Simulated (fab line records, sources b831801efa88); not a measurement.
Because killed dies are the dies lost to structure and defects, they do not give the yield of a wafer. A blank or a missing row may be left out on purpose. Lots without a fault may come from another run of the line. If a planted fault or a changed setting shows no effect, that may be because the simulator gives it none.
Problem report in the 8D (eight disciplines) form, filled by code | flow gf180mcu | the parts of the form that need people (team, actions taken, sign-off) are left out

## 1. WHAT IS WRONG
beamEnergyKeV at GF_NWELL_IMPLANT_09 reads a mean of 174.77 on 6 wafers of 2 lots; wafers without a fault read 160.01 with a standard deviation of 0.049. That is +99 or more standard deviations from the usual mean.
First observed at day 4 23:00: wafer L923.4, on implanter-02. The record has a number at this step for 18 wafers belonging to 6 lots. The rule behind "out" and "out of limits": a value lying over 4 standard deviations away from the usual mean. The rest of the wafers with a number are treated as sound.

## 2. WHAT IT IS AND WHAT IT IS NOT
question                    | is                     | is not
which readings at this step | beamEnergyKeV          | -
which lots                  | L923, L925             | L918, L919, L927, L931
which wafers of those lots  | all that have a number | -
read on which tools         | implanter-02           | implanter-01, implanter-03
when                        | from day 4 23:00       | up to then (6 sound wafers); but 6 sound wafers of L927, L931 came after

## 3. SUSPECTS, AND WHAT RULES EACH OUT
Counting: a tool at any process step up to the reading remains a suspect when it ran all the lots that are out and ran no sound lot after the first of those.
- implanter-02 at GF_NWELL_IMPLANT_09: kept. It ran every lot that is out, first L923 (day 4 23:00), and no sound lot after that; its last sound lot up to then is L919 (day 3 23:41). Out on those wafers are its own readings of beamEnergyKeV.
After counting, what remains is implanter-02 at GF_NWELL_IMPLANT_09.

## 4. THE CAUSE (what the simulator had put in)
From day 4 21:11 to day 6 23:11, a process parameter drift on implanter-02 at GF_NWELL_IMPLANT_09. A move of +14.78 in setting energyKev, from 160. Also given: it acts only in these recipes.
Only this tool survived the counting.

## 5. SEQUENCE OF EFFECTS, ordered by route
Rows list readings where the struck wafers' mean (over those with a number) sits beyond 3 standard deviations from the usual. Only readings whose record carries a usual standard deviation are examined. hours: median over the lots of the time between each lot's start at the first step of this table that gives one and its start at this step. sigmas: the change, counted in usual standard deviations.
hours | step                | reading       | usual  | on struck wafers | change | sigmas
0     | GF_NWELL_IMPLANT_09 | beamEnergyKeV | 160.01 | 174.77           | +14.76 | +99 or more
The process steps in it:
- GF_NWELL_IMPLANT_09

## 6. HOW IT WOULD HAVE BEEN CAUGHT EARLIER
In this record the first reading out of limits was taken at day 4 23:00, 2 hours after the fault began at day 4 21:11.
